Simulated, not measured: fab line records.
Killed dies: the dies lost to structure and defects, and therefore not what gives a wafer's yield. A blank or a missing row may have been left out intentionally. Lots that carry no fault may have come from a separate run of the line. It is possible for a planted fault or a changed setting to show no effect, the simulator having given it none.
Split-lot study :: flow gf180mcu :: route with 602 steps; 5 lots, 23 wafers read

## SPLIT DETAILS
At GF_HV_LDD_COAT_41 (resist thk 1000 nm), the setting spin-rpm was moved away from the recipe's 3000 rpm on 11 of the 23 wafers read, by -2.3% to +7.2%. This setting was run at the recipe's value on the other wafers.

The split's own step is where the reading is taken.

## THE READING
NOVOLAK_of_HV_LDD_COAT_41.thk-nm (the simulator's own value, which no gauge read), in nm, at GF_HV_LDD_COAT_41 (resist thk 1000 nm). There is no usual value for it anywhere in the file. The 12 wafers here that ran the recipe average 1000.9 nm, standard deviation 3.2 nm.

wafer: L074.1
tool, chamber at the split: litho-track-01, 0
spin-rpm as run, rpm: 2930
against the recipe: -2.3%
NOVOLAK_of_HV_LDD_COAT_41.thk-nm, nm: 1011
against lot-mates on the recipe: +10.2

wafer: L074.2
tool, chamber at the split: litho-track-01, 0
spin-rpm as run, rpm: 2930
against the recipe: -2.3%
NOVOLAK_of_HV_LDD_COAT_41.thk-nm, nm: 1012
against lot-mates on the recipe: +11.2

wafer: L074.3
tool, chamber at the split: litho-track-01, 0
spin-rpm as run, rpm: 2930
against the recipe: -2.3%
NOVOLAK_of_HV_LDD_COAT_41.thk-nm, nm: 1009
against lot-mates on the recipe: +8.2

wafer: L074.4
tool, chamber at the split: litho-track-01, 0
spin-rpm as run, rpm: 3000
against the recipe: recipe
NOVOLAK_of_HV_LDD_COAT_41.thk-nm, nm: 999.5
against lot-mates on the recipe: -

wafer: L074.5
tool, chamber at the split: litho-track-01, 0
spin-rpm as run, rpm: 3000
against the recipe: recipe
NOVOLAK_of_HV_LDD_COAT_41.thk-nm, nm: 1002
against lot-mates on the recipe: -

wafer: L076.1
tool, chamber at the split: litho-track-03, 0
spin-rpm as run, rpm: 3138
against the recipe: +4.6%
NOVOLAK_of_HV_LDD_COAT_41.thk-nm, nm: 974.5
against lot-mates on the recipe: -21.4

wafer: L076.3
tool, chamber at the split: litho-track-03, 0
spin-rpm as run, rpm: 3000
against the recipe: recipe
NOVOLAK_of_HV_LDD_COAT_41.thk-nm, nm: 993.5
against lot-mates on the recipe: -

wafer: L076.4
tool, chamber at the split: litho-track-03, 0
spin-rpm as run, rpm: 3138
against the recipe: +4.6%
NOVOLAK_of_HV_LDD_COAT_41.thk-nm, nm: 973.6
against lot-mates on the recipe: -22.2

wafer: L076.5
tool, chamber at the split: litho-track-03, 0
spin-rpm as run, rpm: 3000
against the recipe: recipe
NOVOLAK_of_HV_LDD_COAT_41.thk-nm, nm: 998.2
against lot-mates on the recipe: -

wafer: L076.6
tool, chamber at the split: litho-track-03, 0
spin-rpm as run, rpm: 3138
against the recipe: +4.6%
NOVOLAK_of_HV_LDD_COAT_41.thk-nm, nm: 977.2
against lot-mates on the recipe: -18.6

wafer: L079.1
tool, chamber at the split: litho-track-04, 0
spin-rpm as run, rpm: 3000
against the recipe: recipe
NOVOLAK_of_HV_LDD_COAT_41.thk-nm, nm: 1002
against lot-mates on the recipe: -

wafer: L079.4
tool, chamber at the split: litho-track-04, 0
spin-rpm as run, rpm: 3000
against the recipe: recipe
NOVOLAK_of_HV_LDD_COAT_41.thk-nm, nm: 1004
against lot-mates on the recipe: -

wafer: L079.5
tool, chamber at the split: litho-track-04, 0
spin-rpm as run, rpm: 3000
against the recipe: recipe
NOVOLAK_of_HV_LDD_COAT_41.thk-nm, nm: 1000
against lot-mates on the recipe: -

wafer: L080.1
tool, chamber at the split: litho-track-04, 0
spin-rpm as run, rpm: 3216
against the recipe: +7.2%
NOVOLAK_of_HV_LDD_COAT_41.thk-nm, nm: 968.7
against lot-mates on the recipe: -34.8

wafer: L080.2
tool, chamber at the split: litho-track-04, 0
spin-rpm as run, rpm: 3000
against the recipe: recipe
NOVOLAK_of_HV_LDD_COAT_41.thk-nm, nm: 1002
against lot-mates on the recipe: -

wafer: L080.3
tool, chamber at the split: litho-track-04, 0
spin-rpm as run, rpm: 3216
against the recipe: +7.2%
NOVOLAK_of_HV_LDD_COAT_41.thk-nm, nm: 970.5
against lot-mates on the recipe: -33.0

wafer: L080.5
tool, chamber at the split: litho-track-04, 0
spin-rpm as run, rpm: 3000
against the recipe: recipe
NOVOLAK_of_HV_LDD_COAT_41.thk-nm, nm: 1005
against lot-mates on the recipe: -

wafer: L080.6
tool, chamber at the split: litho-track-04, 0
spin-rpm as run, rpm: 3216
against the recipe: +7.2%
NOVOLAK_of_HV_LDD_COAT_41.thk-nm, nm: 969.2
against lot-mates on the recipe: -34.3

wafer: L083.2
tool, chamber at the split: litho-track-01, 0
spin-rpm as run, rpm: 3169
against the recipe: +5.6%
NOVOLAK_of_HV_LDD_COAT_41.thk-nm, nm: 975.5
against lot-mates on the recipe: -26.2

wafer: L083.3
tool, chamber at the split: litho-track-01, 0
spin-rpm as run, rpm: 3000
against the recipe: recipe
NOVOLAK_of_HV_LDD_COAT_41.thk-nm, nm: 999.7
against lot-mates on the recipe: -

wafer: L083.4
tool, chamber at the split: litho-track-01, 0
spin-rpm as run, rpm: 3000
against the recipe: recipe
NOVOLAK_of_HV_LDD_COAT_41.thk-nm, nm: 999.3
against lot-mates on the recipe: -

wafer: L083.5
tool, chamber at the split: litho-track-01, 0
spin-rpm as run, rpm: 3000
against the recipe: recipe
NOVOLAK_of_HV_LDD_COAT_41.thk-nm, nm: 1006
against lot-mates on the recipe: -

wafer: L083.6
tool, chamber at the split: litho-track-01, 0
spin-rpm as run, rpm: 3169
against the recipe: +5.6%
NOVOLAK_of_HV_LDD_COAT_41.thk-nm, nm: 976.6
against lot-mates on the recipe: -25.1

FIT RESULTS
A straight line over all 23 wafers: NOVOLAK_of_HV_LDD_COAT_41.thk-nm changes by -4.57 nm for each +1% of spin-rpm; r = -0.98; the points scatter about the line by 3.2 nm.
The same after taking each lot's own level away (the mean of its wafers on the recipe; 23 wafers): -4.6 nm for each +1%; r = -0.99; scatter 1.9 nm.
On that fit, the largest move of spin-rpm shifts the reading by 33 nm.
From 995.85 to 1003.50 nm: that is the span of the lots' own levels, equal to 2.4 times the standard deviation above.
So the lot-to-lot level changes the slope little: the two slopes agree.
Check: -32.9 nm against its lot-mates is what the line predicts for one of the wafers moved furthest among these (+7.2%) when that wafer is left out of the fit. It came out at -34.8 nm against them.

## ADDITIONAL SPLITS CARRIED BY THESE WAFERS
Note: prior to the reading, these wafers also went through further splits. Each is held against what the fit with the lots' levels taken away leaves over:
other split on the same wafers: GF_VT_IMPLANT_IMPLANT_08 dose-cm2
wafers away from the commonest value: 8
r with NOVOLAK_of_HV_LDD_COAT_41.thk-nm (lot level and that fit taken away): +0.08

other split on the same wafers: GF_VT_IMPLANT_COAT_24 resist-thk-nm
wafers away from the commonest value: 7
r with NOVOLAK_of_HV_LDD_COAT_41.thk-nm (lot level and that fit taken away): +0.21

other split on the same wafers: GF_VT_IMPLANT_DEVELOP_28 develop-time-s
wafers away from the commonest value: 7
r with NOVOLAK_of_HV_LDD_COAT_41.thk-nm (lot level and that fit taken away): +0.05

other split on the same wafers: GF_POLY_GATE_OXIDATION_16 temp-c
wafers away from the commonest value: 18
r with NOVOLAK_of_HV_LDD_COAT_41.thk-nm (lot level and that fit taken away): -0.11

other split on the same wafers: GF_HV_LDD_EXPOSE_04 dose-mj
wafers away from the commonest value: 9
r with NOVOLAK_of_HV_LDD_COAT_41.thk-nm (lot level and that fit taken away): -0.09

other split on the same wafers: GF_HV_LDD_IMPLANT_09 dose-cm2
wafers away from the commonest value: 7
r with NOVOLAK_of_HV_LDD_COAT_41.thk-nm (lot level and that fit taken away): -0.06

other split on the same wafers: GF_HV_LDD_EXPOSE_28 dose-mj
wafers away from the commonest value: 11
r with NOVOLAK_of_HV_LDD_COAT_41.thk-nm (lot level and that fit taken away): +0.06

other split on the same wafers: GF_HV_LDD_DEVELOP_30 develop-time-s
wafers away from the commonest value: 9
r with NOVOLAK_of_HV_LDD_COAT_41.thk-nm (lot level and that fit taken away): +0.10

## THE WHOLE CHAIN: every reading that the file lists as answering this split, in the file's order
step: GF_HV_LDD_COAT_41
what it does: resist thk 1000 nm
reading: NOVOLAK_of_HV_LDD_COAT_41.thk-nm (the simulator's own value, which no gauge read)
change (the file's fit): -4.61 nm for each +1% of the setting
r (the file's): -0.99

step: GF_HV_LDD_STRIP_49
what it does: strips in O2/N2
reading: strip-time-to-endpoint-s
change (the file's fit): withheld for each +1% of the setting
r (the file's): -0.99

## FILE'S OWN FIT
NOVOLAK_of_HV_LDD_COAT_41.thk-nm changes by -4.61 nm for each +1% of spin-rpm, r = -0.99.
